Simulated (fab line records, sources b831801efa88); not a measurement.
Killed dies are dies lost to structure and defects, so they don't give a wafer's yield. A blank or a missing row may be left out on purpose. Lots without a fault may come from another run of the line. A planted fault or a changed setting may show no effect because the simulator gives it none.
fab line records | flow sky130
record lots=6 wafers=18 last_day=50
route steps=708 shown SONOS_ONO@176 GATE_OXIDE@187 POLY_GATE@204 PAD_OPEN@708
lots that met no fault: from a run of the same line without faults
start_h: hours from the record's first day to the start of the lot's first wafer shown | wait_h: hours since the lot's step before | " the same as in the row above | L1.1+2: a row that stands for several wafers | - no value, or no start given | * or withheld: withheld | < > ~ a bound
route shown NAME@n: a module of which the file shows steps, and the number in the route of the first | usual: mean/standard deviation of fault-free wafers | same: alike in all rows | chamber/n: place in a boat | sites: the reading at each site | _std_site: their standard deviation | _edge_site: outer sites' mean less inner sites' | radius_mm: how far each site lies from the wafer's centre | mask NAME#n: copy n | behind: the tool/chamber that last shaped the wafer | hold: why the lot was held/for how many hours/how that ended | device: the transistor (n, p or np) that didn't switch | end of line: the same wafers' tests at the end of the route | a step without rows: its recipe alone | killed: dies lost to structure and defects at the first sort, not the wafer's yield | map: a wafer's dies, x killed, . not, _ none there
set.NAME: the setting as run; set.NAME@STEP: as run at that earlier step | model.NAME: the simulator's own value behind a step, which no gauge read
lots at some steps of the route; a table a step, a row a wafer
services: from which hour (start_h, from the record's first day; less than 0 if before it) a tool's chamber was out of use, for how many hours, and why
## steps
# step SKY_SONOS_ONO_COAT_08
# recipe resist=NOVOLAK spin_rpm=3000 resist_thk_nm=1140
# step SKY_SONOS_ONO_SOFTBAKE_09
# recipe temp_c=90 time_s=60 resist=NOVOLAK
# step SKY_SONOS_ONO_EXPOSE_10
# recipe mask_id=ONOM target_cd_nm=410 na=0.6 source_shape=conventional sigma_outer=0.6 dose_mj=150
# step SKY_SONOS_ONO_PEB_11
# recipe temp_c=withheld time_s=* resist=NOVOLAK
# step SKY_SONOS_ONO_DEVELOP_12
# recipe develop_time_s=60 dev_temp_c=23
# step SKY_SONOS_ONO_CD_MEAS_13
# recipe target_cd_nm=410
# usual cd_nm=410.7/2.5
# columns lot.wafer tool chamber start_h wait_h cd_nm
L701.1 cd_sem-02 - 298.00 0.1 411.4
L701.2 " - " " 412.9
L701.3 " - " " 410.8
L702.2 cd_sem-02 - 310.82 0.1 410.8
L702.3 " - " " 410.5
L702.6 " - " " 410.7
L710.1 cd_sem-02 - 371.75 0.1 410.6
L710.4 " - " " 409.0
L710.6 " - " " 410.8
L712.2 cd_sem-02 - 393.29 0.1 412.1
L712.3 " - " " 410.5
L712.6 " - " " 410.5
L720.1 cd_sem-01 - 454.75 0.1 404.8
L720.5 " - " " 404.9
L720.6 " - " " 407.0
L721.1 cd_sem-01 - 465.22 0.1 412.0
L721.5 " - " " 411.1
L721.6 " - " " 412.1
# step SKY_SONOS_ONO_OVL_MEAS_14
# usual SONOS_ONO_OVL=-0.4/1.3
# columns lot.wafer tool chamber start_h wait_h SONOS_ONO_OVL[nm]
L701.1 overlay-01 - 298.12 0.1 1.4
L701.2 " - " " 2.3
L701.3 " - " " 1.3
L702.2 overlay-02 - 310.93 0.1 -1.3
L702.3 " - " " -0.1
L702.6 " - " " -1.4
L710.1 overlay-02 - 371.87 0.1 -1.4
L710.4 " - " " -1.7
L710.6 " - " " -3.2
L712.2 overlay-01 - 393.40 0.1 0.0
L712.3 " - " " 0.5
L712.6 " - " " 1.0
L720.1 overlay-02 - 454.87 0.1 -1.7
L720.5 " - " " -1.4
L720.6 " - " " -2.5
L721.1 overlay-02 - 465.34 0.1 -2.4
L721.5 " - " " -0.5
L721.6 " - " " -1.0
# step SKY_SONOS_ONO_ETCH_15
# recipe target_depth_nm=19.52 chemistry=CHF3/O2 source_w=600 bias_w=200 pressure_mtorr=40 chf3_flow_sccm=50 O2_flow_sccm=5 time_s=7.8
# usual O2_flow_sccm=5.000/0.016 bias_w=199.9/0.62 drypump_motor_current_A=5.6/0.4 oes_product_au=1.003/0.014 throttle_valve_pct=8.826/0.01
# columns lot.wafer tool chamber start_h wait_h O2_flow_sccm bias_w drypump_motor_current_A oes_product_au rf_hours_counter_h throttle_valve_pct
L701.1 rie_diel-04 0 298.15 0.0 4.969 201.2 5.8 0.985 17 8.830
L701.2 " 1 " " 5.011 200.6 6.0 1.013 12 8.839
L701.3 " 2 " " 5.024 199.6 6.5 1.010 86 8.808
L702.2 rie_diel-01 0 310.96 0.0 4.997 200.0 4.9 0.999 14 8.826
L702.3 " 1 " " 4.965 200.3 5.5 1.005 114 8.831
L702.6 " 2 " " 5.023 199.6 6.1 1.024 - 8.819
L710.1 rie_diel-04 1 371.90 0.0 4.997 199.1 6.0 1.014 14 8.824
L710.4 " 0 " " 5.000 199.2 5.9 0.989 19 8.832
L710.6 " 3 " " 5.003 200.4 5.7 1.017 - 8.827
L712.2 rie_diel-04 3 393.43 0.0 5.032 199.9 5.7 1.012 14 8.826
L712.3 " 1 " " 4.993 199.9 6.0 1.014 14 8.832
L712.6 " 0 " " 5.024 200.2 5.8 0.986 - 8.816
L720.1 rie_diel-01 3 454.90 0.0 4.986 198.1 5.5 1.009 99 8.827
L720.5 " 3 " " 5.015 200.0 5.5 1.012 - 8.815
L720.6 " 2 " " 4.993 201.3 6.1 1.035 - 8.837
L721.1 rie_diel-01 1 465.38 0.0 4.993 200.1 5.5 0.999 1 8.832
L721.5 " 2 " " 5.004 200.5 6.1 1.025 - 8.832
L721.6 " 1 " " 4.987 198.9 5.5 0.995 - 8.819
# step SKY_SONOS_ONO_WET_ETCH_16
# recipe chemistry=dHF target_depth_nm=14 dry=n2_spin target=SiO2 dilution=100:1 temp_c=25 time_s=280
# step SKY_SONOS_ONO_STRIP_17
# recipe chemistry=O2/N2 power_w=1400 pressure_mtorr=1500 platen_temp_c=withheld o2_flow_sccm=3000 n2_flow_sccm=300 overash_fraction=0.5
# usual drypump_motor_current_A=5.6/0.35 n2_flow_sccm=300.1/0.92 oes_product_au=0.710/0.0046 strip_time_to_endpoint_s=14.11/0.04
# columns lot.wafer tool chamber start_h wait_h drypump_motor_current_A n2_flow_sccm oes_product_au rf_hours_counter_h strip_time_to_endpoint_s
L701.1 plasma_asher-01 1 298.27 0.0 5.8 299.3 0.706 17 14.24
L701.2 " 0 " " 5.9 300.5 0.711 17 14.23
L701.3 " 0 " " 5.8 300.5 0.720 - 14.17
L702.2 plasma_asher-04 1 311.06 0.0 5.1 300.3 0.704 64 14.11
L702.3 " 0 " " 5.7 301.1 0.709 - 14.14
L702.6 " 1 " " 5.1 300.4 0.710 - 14.14
L710.1 plasma_asher-03 1 372.02 0.0 5.8 300.2 0.705 68 14.12
L710.4 " 0 " " 6.0 300.6 0.721 - 14.12
L710.6 " 1 " " 5.8 298.5 0.710 - 14.11
L712.2 plasma_asher-04 0 393.62 0.0 5.7 300.3 0.715 71 14.12
L712.3 " 1 " " 5.0 298.9 0.703 - 14.09
L712.6 " 1 " " 5.0 301.1 0.716 - 14.13
L720.1 plasma_asher-04 0 455.01 0.0 5.7 300.8 0.706 2 14.07
L720.5 " 0 " " 5.7 299.9 0.713 - 14.07
L720.6 " 1 " " 5.1 299.2 0.713 - 14.05
L721.1 plasma_asher-04 1 465.50 0.0 5.1 301.1 0.711 3 14.06
L721.5 " 1 " " 5.0 301.1 0.712 - 14.06
L721.6 " 0 " " 5.7 300.2 0.710 - 14.06
# step SKY_SONOS_ONO_WET_ETCH_18
# recipe chemistry=H3PO4 target_depth_nm=15 target=Si3N4 temp_c=160 time_s=172
# step SKY_GATE_OXIDE_CLEAN_00
# recipe chemistry=SC1/SC2 mix=1:4:20 temp_c=70 time_s=150 dry=n2_spin
# step SKY_GATE_OXIDE_OXIDATION_01
# recipe temp_c=900 ambient=O2 stabilise_s=600 purge_s=300 target_thk_a=102.68 ox_time_s=1473
# usual spike_tc_centre_C=899.9/0.98 zone_power_centre_pct=17.9/1.7 zone_power_lower_pct=18.4/1.5 zone_power_upper_pct=18.7/0.33
# same purge_s=300
# columns lot.wafer tool chamber start_h wait_h spike_tc_centre_C zone_power_centre_pct zone_power_lower_pct zone_power_upper_pct model.SiO2_of_GATE_OXIDE_OXIDATION_01.thk_nm
L701.1 furnace-02 0 298.47 0.0 900.2 20.5 20.4 17.9 9.947
L701.2 " 0 " " 900.3 20.0 20.3 18.4 9.846
L701.3 " 0 " " 899.3 20.3 20.4 18.6 10.09
L702.2 furnace-01 0 311.63 0.4 900.0 16.6 17.4 18.7 10.53
L702.3 " 0 " " 901.2 16.7 17.3 19.1 10.41
L702.6 " 0 " " 901.1 16.4 17.1 18.7 10.5
L710.1 furnace-01 0 372.23 0.0 921.7 23.1 13.6 14.9 10.92
L710.4 " 0 " " 919.9 23.9 13.6 14.9 10.52
L710.6 " 0 " " 919.7 23.2 13.2 14.8 10.25
L712.2 furnace-01 0 394.33 0.5 920.3 23.3 13.6 14.6 11.15
L712.3 " 0 " " 922.3 23.2 13.4 14.8 11
L712.6 " 0 " " 921.2 22.7 13.6 14.7 10.66
L720.1 furnace-01 0 455.22 0.0 900.0 16.6 17.4 18.8 10.54
L720.5 " 0 " " 899.1 16.5 17.4 18.9 10.7
L720.6 " 0 " " 899.0 16.7 17.2 18.7 10.66
L721.1 furnace-01 0 466.37 0.7 900.3 16.8 17.4 18.7 10.35
L721.5 " 0 " " 899.6 16.4 17.3 19.2 10.44
L721.6 " 0 " " 900.1 16.4 17.3 18.6 10.38
# step SKY_GATE_OXIDE_THK_MEAS_02
# recipe reads=SiO2_of_GATE_OXIDE_OXIDATION_01
# usual GATE_OXIDE_OXIDATION_00_THK=10.32/0.2
# columns lot.wafer tool chamber start_h wait_h GATE_OXIDE_OXIDATION_00_THK[nm]
L701.1 film_metro-02 - 299.88 0.0 9.95
L701.2 " - " " 9.84
L701.3 " - " " 10.12
L702.2 film_metro-03 - 313.05 0.0 10.55
L702.3 " - " " 10.42
L702.6 " - " " 10.53
L710.1 film_metro-03 - 373.64 0.0 10.84
L710.4 " - " " 10.51
L710.6 " - " " 10.21
L712.2 film_metro-03 - 395.75 0.0 11.21
L712.3 " - " " 10.94
L712.6 " - " " 10.67
L720.1 film_metro-03 - 456.62 0.0 10.56
L720.5 " - " " 10.70
L720.6 " - " " 10.63
L721.1 film_metro-03 - 467.78 0.0 10.34
L721.5 " - " " 10.42
L721.6 " - " " 10.37
# step SKY_GATE_OXIDE_DEHYDRATE_03
# recipe temp_c=200 time_s=60
# step SKY_GATE_OXIDE_HMDS_04
# recipe prime_time_s=60 prime_temp_c=120
# step SKY_GATE_OXIDE_COAT_05
# recipe resist=NOVOLAK spin_rpm=3000 resist_thk_nm=1140
# step SKY_GATE_OXIDE_SOFTBAKE_06
# recipe temp_c=90 time_s=60 resist=NOVOLAK
# step SKY_GATE_OXIDE_EXPOSE_07
# recipe mask_id=LVOM na=0.6 source_shape=conventional sigma_outer=0.6 polarization=unpolarized target_cd_nm=600 dose_mj=170
# step SKY_GATE_OXIDE_PEB_08
# recipe temp_c=withheld time_s=* resist=NOVOLAK
# step SKY_GATE_OXIDE_DEVELOP_09
# recipe resist=NOVOLAK developer=TMAH develop_time_s=60 dev_temp_c=23
# step SKY_GATE_OXIDE_OVL_MEAS_10
# usual GATE_OXIDE_OVL=0.1/1.3
# columns lot.wafer tool chamber start_h wait_h GATE_OXIDE_OVL[nm]
L701.1 overlay-01 - 325.46 0.1 0.4
L701.2 " - " " 1.1
L701.3 " - " " -0.5
L702.2 overlay-01 - 338.76 0.1 0.6
L702.3 " - " " -0.5
L702.6 " - " " 1.4
L710.1 overlay-02 - 403.06 0.1 -0.1
L710.4 " - " " 0.0
L710.6 " - " " 0.8
L712.2 overlay-02 - 425.05 0.1 -0.4
L712.3 " - " " 0.7
L712.6 " - " " 1.0
L720.1 overlay-02 - 486.55 0.1 2.5
L720.5 " - " " 0.2
L720.6 " - " " 0.6
L721.1 overlay-01 - 498.30 0.1 0.6
L721.5 " - " " 0.0
L721.6 " - " " 0.8
# step SKY_GATE_OXIDE_IMPLANT_11
# recipe species=B energy_kev=10 dose_cm2=2.6e+12 tilt_deg=withheld
# step SKY_GATE_OXIDE_WET_ETCH_12
# recipe chemistry=dHF target_depth_nm=16.8 dry=n2_spin target=SiO2 dilution=100:1 temp_c=25 time_s=336
# step SKY_GATE_OXIDE_STRIP_13
# recipe chemistry=O2/N2 power_w=1400 pressure_mtorr=1500 platen_temp_c=withheld o2_flow_sccm=3000 n2_flow_sccm=300 overash_fraction=0.5
# usual drypump_motor_current_A=5.7/0.34 n2_flow_sccm=300.0/1 oes_product_au=0.715/0.0044 strip_time_to_endpoint_s=14.18/0.038
# columns lot.wafer tool chamber start_h wait_h drypump_motor_current_A n2_flow_sccm oes_product_au rf_hours_counter_h strip_time_to_endpoint_s
L701.1 plasma_asher-02 0 325.75 0.0 6.1 300.2 0.709 47 14.24
L701.2 " 1 " " 5.7 298.6 0.722 47 14.24
L701.3 " 0 " " 6.0 299.0 0.711 - 14.18
L702.2 plasma_asher-04 0 339.04 0.0 5.7 299.3 0.718 66 14.26
L702.3 " 0 " " 5.7 298.9 0.713 - 14.17
L702.6 " 0 " " 5.7 300.0 0.709 - 14.24
L710.1 plasma_asher-02 1 403.34 0.0 5.7 300.6 0.716 55 14.21
L710.4 " 0 " " 6.1 300.3 0.710 - 14.17
L710.6 " 1 " " 5.7 299.1 0.714 - 14.15
L712.2 plasma_asher-03 0 425.45 0.0 6.0 300.7 0.724 74 14.15
L712.3 " 0 " " 6.0 300.7 0.715 - 14.19
L712.6 " 0 " " 6.0 298.5 0.716 - 14.14
L720.1 plasma_asher-02 0 486.83 0.0 6.0 297.9 0.720 62 14.18
L720.5 " 1 " " 5.7 301.5 0.711 - 14.18
L720.6 " 0 " " 6.0 298.1 0.719 - 14.20
L721.1 plasma_asher-02 1 498.59 0.0 5.7 302.2 0.716 63 14.17
L721.5 " 0 " " 6.0 300.7 0.713 - 14.14
L721.6 " 1 " " 5.7 301.5 0.710 - 14.20
# step SKY_GATE_OXIDE_TW_MEAS_14
# usual GATE_OXIDE_TW=223.4/2.3
# columns lot.wafer tool chamber start_h wait_h GATE_OXIDE_TW
L701.1 film_metro-04 - 325.85 0.1 223.1
L701.2 " - " " 224.3
L701.3 " - " " 224.7
L702.2 film_metro-03 - 339.15 0.1 225.6
L702.3 " - " " 226.1
L702.6 " - " " 224.4
L710.1 film_metro-03 - 403.44 0.1 225.6
L710.4 " - " " 226.2
L710.6 " - " " 224.6
L712.2 film_metro-02 - 425.56 0.1 220.2
L712.3 " - " " 220.9
L712.6 " - " " 221.2
L720.1 film_metro-04 - 486.93 0.1 224.6
L720.5 " - " " 224.4
L720.6 " - " " 223.0
L721.1 film_metro-04 - 498.69 0.1 225.6
L721.5 " - " " 223.9
L721.6 " - " " 224.0
# step SKY_GATE_OXIDE_CLEAN_15
# recipe chemistry=SC1/SC2 mix=1:4:20 temp_c=70 time_s=150 dry=n2_spin
# step SKY_GATE_OXIDE_OXIDATION_16
# recipe temp_c=800 ambient=O2 idle_temp_c=700 ramp_up_c_per_min=10 ramp_down_c_per_min=3 stabilise_s=600 purge_s=300 target_thk_a=35.7 ox_time_s=1915
# usual spike_tc_centre_C=799.8/0.98 zone_power_centre_pct=14.2/1.4 zone_power_lower_pct=14.5/1.2 zone_power_upper_pct=14.51/0.28
# same purge_s=300
# columns lot.wafer tool chamber start_h wait_h spike_tc_centre_C zone_power_centre_pct zone_power_lower_pct zone_power_upper_pct model.SiO2_of_GATE_OXIDE_OXIDATION_01.thk_nm
L701.1 furnace-02 0 327.34 1.4 798.6 16.0 16.1 13.95 11.33
L701.2 " 0 " " 799.1 15.9 15.9 14.29 11.25
L701.3 " 0 " " 797.9 15.7 15.7 14.30 11.47
L702.2 furnace-01 0 341.94 2.7 800.9 13.1 13.5 14.79 11.91
L702.3 " 0 " " 798.8 13.1 13.7 14.72 11.75
L702.6 " 0 " " 800.2 12.7 13.5 14.76 11.86
L710.1 furnace-02 0 407.03 3.5 798.5 15.7 16.0 14.06 12.27
L710.4 " 0 " " 799.7 15.7 15.9 14.34 11.89
L710.6 " 0 " " 799.2 15.8 15.8 14.15 11.61
L712.2 furnace-01 0 427.71 2.0 801.1 13.1 13.3 14.68 12.48
L712.3 " 0 " " 800.5 13.1 13.5 14.88 12.37
L712.6 " 0 " " 801.1 12.9 13.5 15.11 12.02
L720.1 furnace-01 0 487.04 0.0 801.2 13.0 13.4 14.61 11.92
L720.5 " 0 " " 799.3 13.0 13.6 14.54 12.05
L720.6 " 0 " " 800.4 12.8 13.6 14.59 12.01
L721.1 furnace-01 0 498.80 0.0 800.7 13.0 13.5 14.46 11.73
L721.5 " 0 " " 800.3 13.0 13.5 14.87 11.84
L721.6 " 0 " " 800.8 13.0 13.6 14.65 11.78
# step SKY_POLY_GATE_CVD_00
# recipe material=poly-Si target_thk_nm=180 temp_c=620 time_s=720 pressure_mtorr=200
# step SKY_PAD_OPEN_PROBE_99
# usual killed_at_M0_to_M3=41/6.2 killed_at_M4_up=3.0/1.7 killed_at_contacts=25/5.8 killed_at_front_end=16/4.5 killed_at_other=0.2/0.42 killed_dies=85/8.4 killed_open=46/5.9 killed_short=39/6.3
# same gross_dies=492 killed_at_back_side=0
# columns lot.wafer tool chamber start_h wait_h killed_at_M0_to_M3 killed_at_M4_up killed_at_contacts killed_at_front_end killed_at_other killed_dies killed_open killed_short model.etest.nfet_16v.r_on_ohm_um model.etest.tip_sonos.rs_ohm_sq model.etest.pfet_g5v0d10v5.r_on_ohm_um model.etest.nfet_g5v0d10v5.r_on_ohm_um model.etest.nfet_g5v0d10v5.drive_ua_um model.etest.nfet_05v0_nvt.drive_ua_um model.etest.pfet_g5v0d10v5.drive_ua_um model.etest.nfet_16v.drive_ua_um
L701.1 prober-02 - 1090.57 0.1 52 3 15 22 0 92 41 51 1.392e+04 2600 4630 1831 627.7 595.5 354 229.2
L701.2 prober-02 - 1090.62 0.1 38 4 36 18 1 97 49 48 1.396e+04 2555 4563 1830 634.5 599.5 361.2 232.3
L701.3 prober-02 - 1090.67 0.2 44 1 23 19 0 87 58 29 1.41e+04 2625 4663 1835 623.9 595.9 349.8 227.9
L702.2 prober-01 - 1102.53 0.1 41 1 35 14 0 91 52 39 1.441e+04 2673 4797 1931 587.6 558.8 336.3 215.8
L702.3 prober-01 - 1102.58 0.2 43 4 30 17 0 94 47 47 1.429e+04 2671 4824 1914 598.9 567.6 337.9 218.6
L702.6 prober-01 - 1102.73 0.2 44 2 30 19 0 95 54 41 1.436e+04 2675 4774 1891 590 560.4 336.5 215.8
L710.1 prober-01 - 1145.96 0.1 47 2 27 16 0 92 50 42 1.473e+04 2841 4895 1966 573 546 330.2 207.9
L710.4 prober-01 - 1146.11 0.2 41 7 23 21 0 92 48 44 1.441e+04 2679 4801 1910 598.2 561.8 338.5 214.6
L710.6 prober-01 - 1146.21 0.2 41 3 20 23 0 87 55 32 1.442e+04 2659 4671 1871 607.8 575.5 348.4 219.7
L712.2 prober-01 - 1159.91 0.1 38 2 20 14 0 74 45 28 1.446e+04 2835 4920 1973 566.6 542.2 325.4 207.9
L712.3 prober-01 - 1159.96 0.2 32 5 32 18 1 88 52 35 1.427e+04 2824 4882 1975 575.5 547.8 326.5 210
L712.6 prober-01 - 1160.11 0.2 51 1 28 14 0 94 48 46 1.428e+04 2717 4764 1932 585 558.2 337.5 216.5
L720.1 prober-01 - 1191.57 0.1 33 4 27 19 0 83 43 40 1.46e+04 2734 4802 1918 593.5 566.6 338.2 214
L720.5 prober-01 - 1191.77 0.2 34 2 22 21 0 79 43 36 1.457e+04 2776 4872 1915 584.2 558 333 211.7
L720.6 prober-01 - 1191.82 0.2 43 1 23 13 1 81 39 41 1.459e+04 2791 4925 1922 586.5 562.3 332.3 212.1
L721.1 prober-02 - 1197.34 0.1 51 1 29 11 0 92 41 51 1.378e+04 2632 4742 1863 602.4 574.1 339 223.9
L721.5 prober-02 - 1197.54 0.2 39 3 23 21 0 86 43 42 1.384e+04 2682 4653 1858 601.8 574.4 344.5 220.8
L721.6 prober-02 - 1197.59 0.2 46 2 29 16 1 94 50 42 1.375e+04 2692 4666 1867 607.7 574.6 345.9 224.1
# killed by level:class
L701.1 VIA1:geometric_particle:open=12 METAL2:geometric_particle:short=9 FIELD_ISO:geometric_particle:short=8 METAL1:geometric_particle:short=7 LI_CONTACT:geometric_particle:open=6 VIA3:geometric_particle:open=6 VIA2:geometric_particle:open=5 POLY_GATE:geometric_particle:short=4
L701.2 CONTACT:geometric_particle:open=13 VIA1:geometric_particle:open=10 LI_CONTACT:geometric_particle:open=8 METAL2:geometric_particle:short=6 LI_CONTACT:geometric_particle:short=5 METAL1:geometric_particle:short=5 CONTACT:geometric_particle:short=5 FIELD_ISO:geometric_particle:open=4
L701.3 VIA1:geometric_particle:open=14 LI_CONTACT:geometric_particle:open=12 CONTACT:geometric_particle:open=7 VIA3:geometric_particle:open=7 POLY_GATE:geometric_particle:open=6 METAL1:geometric_particle:short=6 POLY_GATE:geometric_particle:short=5 VIA2:geometric_particle:open=5
L702.2 CONTACT:geometric_particle:open=12 CONTACT:geometric_particle:short=12 VIA2:geometric_particle:open=10 VIA1:geometric_particle:open=9 VIA1:geometric_particle:short=7 LI_CONTACT:geometric_particle:open=6 FIELD_ISO:geometric_particle:open=5 METAL1:geometric_particle:short=4
L702.3 CONTACT:geometric_particle:open=11 METAL1:geometric_particle:short=9 LI_CONTACT:geometric_particle:open=7 VIA3:geometric_particle:open=7 FIELD_ISO:geometric_particle:open=6 LOCAL_INTERCONNECT:geometric_particle:short=6 FIELD_ISO:geometric_particle:short=5 CONTACT:geometric_particle:short=5
L702.6 CONTACT:geometric_particle:open=14 VIA1:geometric_particle:open=11 POLY_GATE:geometric_particle:short=6 VIA2:geometric_particle:open=6 LI_CONTACT:geometric_particle:open=5 LOCAL_INTERCONNECT:geometric_particle:short=5 METAL1:geometric_particle:short=5 METAL3:geometric_particle:short=5
L710.1 VIA1:geometric_particle:open=14 CONTACT:geometric_particle:open=11 VIA1:geometric_particle:short=7 VIA2:geometric_particle:open=7 FIELD_ISO:geometric_particle:short=6 FIELD_ISO:geometric_particle:open=4 LOCAL_INTERCONNECT:geometric_particle:short=4 LOCAL_INTERCONNECT:geometric_particle:open=4
L710.4 CONTACT:geometric_particle:open=10 VIA1:geometric_particle:open=9 FIELD_ISO:geometric_particle:open=7 METAL4:geometric_particle:short=7 LI_CONTACT:geometric_particle:open=6 VIA3:geometric_particle:open=6 METAL2:geometric_particle:short=6 FIELD_ISO:geometric_particle:short=5
L710.6 FIELD_ISO:geometric_particle:open=13 VIA1:geometric_particle:open=11 CONTACT:geometric_particle:open=9 VIA3:geometric_particle:open=7 LI_CONTACT:geometric_particle:open=6 FIELD_ISO:geometric_particle:short=5 VIA1:geometric_particle:short=5 METAL1:geometric_particle:short=4
L712.2 VIA1:geometric_particle:open=8 LI_CONTACT:geometric_particle:open=7 CONTACT:geometric_particle:open=7 VIA3:geometric_particle:open=6 VIA2:geometric_particle:open=5 FIELD_ISO:geometric_particle:open=4 FIELD_ISO:geometric_particle:short=4 METAL1:geometric_particle:short=4
L712.3 CONTACT:geometric_particle:open=12 LI_CONTACT:geometric_particle:open=9 VIA1:geometric_particle:open=7 VIA3:geometric_particle:open=6 CONTACT:geometric_particle:short=5 METAL1:geometric_particle:short=5 METAL4:geometric_particle:short=5 POLY_GATE:geometric_particle:short=4
L712.6 LI_CONTACT:geometric_particle:open=12 VIA1:geometric_particle:open=10 METAL2:geometric_particle:short=8 METAL3:geometric_particle:short=8 CONTACT:geometric_particle:open=7 METAL1:geometric_particle:short=6 LOCAL_INTERCONNECT:geometric_particle:short=5 VIA1:geometric_particle:short=5
L720.1 LI_CONTACT:geometric_particle:open=8 CONTACT:geometric_particle:open=7 VIA1:geometric_particle:open=7 FIELD_ISO:geometric_particle:short=6 FIELD_ISO:geometric_particle:open=5 LOCAL_INTERCONNECT:geometric_particle:short=5 METAL2:geometric_particle:short=5 VIA2:geometric_particle:short=5
L720.5 CONTACT:geometric_particle:open=12 FIELD_ISO:geometric_particle:open=7 VIA2:geometric_particle:open=7 FIELD_ISO:geometric_particle:short=6 VIA1:geometric_particle:open=6 CONTACT:geometric_particle:short=5 VIA1:geometric_particle:short=5 VIA3:geometric_particle:open=5
L720.6 CONTACT:geometric_particle:open=11 VIA1:geometric_particle:open=10 METAL1:geometric_particle:short=9 LI_CONTACT:geometric_particle:open=5 VIA3:geometric_particle:open=5 FIELD_ISO:geometric_particle:short=4 POLY_GATE:geometric_particle:short=4 VIA3:geometric_particle:short=4
L721.1 CONTACT:geometric_particle:open=10 METAL2:geometric_particle:short=9 VIA3:geometric_particle:open=9 FIELD_ISO:geometric_particle:short=7 METAL1:geometric_particle:short=7 VIA1:geometric_particle:open=7 CONTACT:geometric_particle:short=6 LI_CONTACT:geometric_particle:open=5
L721.5 CONTACT:geometric_particle:open=8 METAL1:geometric_particle:short=7 VIA1:geometric_particle:open=7 FIELD_ISO:geometric_particle:short=6 FIELD_ISO:geometric_particle:open=5 LOCAL_INTERCONNECT:geometric_particle:short=5 POLY_GATE:geometric_particle:open=5 LI_CONTACT:geometric_particle:open=5
L721.6 CONTACT:geometric_particle:open=12 VIA1:geometric_particle:open=11 LI_CONTACT:geometric_particle:short=6 VIA2:geometric_particle:open=6 FIELD_ISO:geometric_particle:short=5 POLY_GATE:geometric_particle:open=5 LOCAL_INTERCONNECT:geometric_particle:short=5 VIA3:geometric_particle:open=5
## services
# columns tool chamber start_h hours kind
plasma_asher-02 - 292.92 0.7 repair
plasma_asher-03 - 295.31 8.8 repair
plasma_asher-01 - 325.24 2.8 repair
furnace-01 - 329.06 11.4 pm
plasma_asher-01 - 341.39 0.8 repair
rie_diel-01 1 349.25 2.9 repair
rie_diel-04 - 356.74 0.4 repair
plasma_asher-04 - 376.93 2.8 pm
plasma_asher-02 - 379.23 2.2 repair
plasma_asher-01 - 383.35 2.2 repair
rie_diel-01 0 397.34 2.4 repair
furnace-02 - 400.63 3.4 pm
furnace-01 - 415.41 2.9 pm
plasma_asher-02 - 418.67 15.6 pm
rie_diel-01 - 419.25 0.8 repair
plasma_asher-04 - 421.25 9.0 pm
plasma_asher-04 0 421.25 9.0 vent_cycle
plasma_asher-04 1 421.25 9.0 vent_cycle
plasma_asher-04 0 430.25 - clean
plasma_asher-04 1 430.25 - clean
rie_diel-04 0 435.19 3.0 repair
plasma_asher-03 - 463.42 3.6 repair
rie_diel-01 0 465.11 2.0 repair
plasma_asher-03 - 485.36 4.7 repair
## key
first_sign step=SKY_GATE_OXIDE_OXIDATION_01 reading=spike_tc_centre_C direction=up sigmas=21 usual=899.9 struck=920.8
effect step=SKY_GATE_OXIDE_OXIDATION_01 reading=zone_power_upper_pct direction=down sigmas=12 usual=18.7 struck=14.8
effect step=SKY_GATE_OXIDE_THK_MEAS_02 reading=GATE_OXIDE_OXIDATION_00_THK direction=up sigmas=2 usual=10.32 struck=10.73 wafers_moved=3
model_effect step=SKY_GATE_OXIDE_OXIDATION_01 value=SiO2_of_GATE_OXIDE_OXIDATION_01.thk_nm without=10.35 struck=10.75
model_effect step=SKY_GATE_OXIDE_OXIDATION_16 value=SiO2_of_GATE_OXIDE_OXIDATION_01.thk_nm without=11.74 struck=12.11
model_effect step=SKY_PAD_OPEN_PROBE_99 value=etest.nfet_16v.r_on_ohm_um without=1.421e+04 struck=1.443e+04
met_at SKY_GATE_OXIDE_OXIDATION_01
struck_wafers L710.1,L710.4,L710.6,L712.2,L712.3,L712.6
tester_left_out L710,L712
onset_between 311.63 372.23
fault kind=process_parameter_drift tool=furnace-01 chamber=- onset_h=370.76 steps=SKY_GATE_OXIDE_OXIDATION_01 channel=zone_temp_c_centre offset=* shape=step end_h=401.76
# tester_left_out: of these lots the tester's yield and bins aren't shown, on N5 and GAA mostly nor the transistor test; their killed dies are dies lost to structure and defects alone, not to doping, threshold or leakage, so they don't give the yield
